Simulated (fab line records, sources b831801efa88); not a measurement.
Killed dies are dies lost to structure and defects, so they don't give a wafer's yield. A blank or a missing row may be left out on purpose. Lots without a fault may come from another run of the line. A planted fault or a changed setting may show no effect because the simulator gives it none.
Which tool did it? | flow sky130 | 11 lots, 33 wafers sampled, at 3 steps of a route of 708

WHAT THE GAUGES READ, wafer by wafer
SKY_SD_N_CD_MEAS_07: target cd 380 nm.
lot  | measured     | on        | cd_nm (nm)
L181 | day 29 05:52 | cd_sem-02 | 384.3 381.8 383.6
L183 | day 29 23:38 | cd_sem-02 | 377.7 376.3 376.9
L184 | day 30 06:04 | cd_sem-01 | 377.6 376.4 377.7
L186 | day 30 21:04 | cd_sem-01 | 374.6 375.6 374.6
L187 | day 31 06:52 | cd_sem-01 | 376.5 377.6 378.1
L188 | day 31 17:07 | cd_sem-01 | 381.1 378.9 377.7
L189 | day 31 21:17 | cd_sem-02 | 380.3 379.2 378.6
L190 | day 32 00:37 | cd_sem-01 | 381.0 378.5 380.6
L196 | day 34 01:17 | cd_sem-01 | 381.0 381.3 381.9
L198 | day 34 12:50 | cd_sem-01 | 379.4 440.3 381.1
L199 | day 35 01:05 | cd_sem-02 | 440.1 376.4 378.7

WHICH TOOL RAN EACH LOT (tool, then ch and the chambers of the sampled wafers, then the start)
lot  | SKY_LDD_HVP_STRIP_09                 | SKY_SD_N_COAT_02
L181 | plasma_asher-01 ch 0,1, day 23 00:38 | litho_track-01 ch 0, day 28 15:46
L183 | plasma_asher-03 ch 0,1, day 23 17:32 | litho_track-03 ch 0, day 29 09:20
L184 | plasma_asher-03 ch 0,1, day 24 01:12 | litho_track-01 ch 0, day 29 15:44
L186 | plasma_asher-03 ch 0,1, day 24 18:36 | litho_track-04 ch 0, day 30 06:58
L187 | plasma_asher-01 ch 0,1, day 25 05:15 | litho_track-01 ch 0, day 30 16:20
L188 | plasma_asher-03 ch 0,1, day 25 15:29 | litho_track-01 ch 0, day 31 03:26
L189 | plasma_asher-01 ch 0,1, day 25 19:03 | litho_track-03 ch 0, day 31 07:53
L190 | plasma_asher-01 ch 1, day 25 23:39   | litho_track-01 ch 0, day 31 10:53
L196 | plasma_asher-01 ch 0,1, day 28 05:05 | litho_track-04 ch 0, day 33 11:40
L198 | plasma_asher-03 ch 0,1, day 28 17:23 | litho_track-01 ch 0, day 34 00:05
L199 | plasma_asher-02 ch 0,1, day 29 06:20 | litho_track-01 ch 0, day 34 11:37
- SKY_LDD_HVP_STRIP_09: strips in O2/N2.
- SKY_SD_N_COAT_02: resist thk 1140 nm.

THE ANSWER, worked out from the rows above alone
Rule: what is usual is taken from the lots themselves. Put in order of their means at a reading, lots are off if they are a third of the lots or fewer, leave a main group of 4 or more, and stand apart from it by a gap of 3 or more times the standard deviation of the main group's means; of several such gaps the widest counts. A main group whose means are all the same, to the digits that the tables above print for the reading, isn't used. A lot without any number at a reading at which 4 lots or more have one is off too. The other lots that the step has rows for count as sound.
Off: L198, L199, at SKY_SD_N_CD_MEAS_07 (cd_nm). The main group: mean 378.9 nm, standard deviation 2.4.
A tool fits if, at a process step before that reading, it ran every lot that is off, and no sound lot after the first of them. The gauges at SKY_SD_N_CD_MEAS_07 are tried like those tools. One fits: litho_track-01 at SKY_SD_N_COAT_02. Its last sound lot is L190 (day 31 10:53), its first lot that is off L198 (day 34 00:05): a fault that began between those two fits.

WHAT THE SIMULATOR HAD PUT IN
Process parameter drift: litho_track-01, from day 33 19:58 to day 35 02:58, at SKY_SD_N_COAT_02. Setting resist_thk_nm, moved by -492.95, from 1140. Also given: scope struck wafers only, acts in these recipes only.
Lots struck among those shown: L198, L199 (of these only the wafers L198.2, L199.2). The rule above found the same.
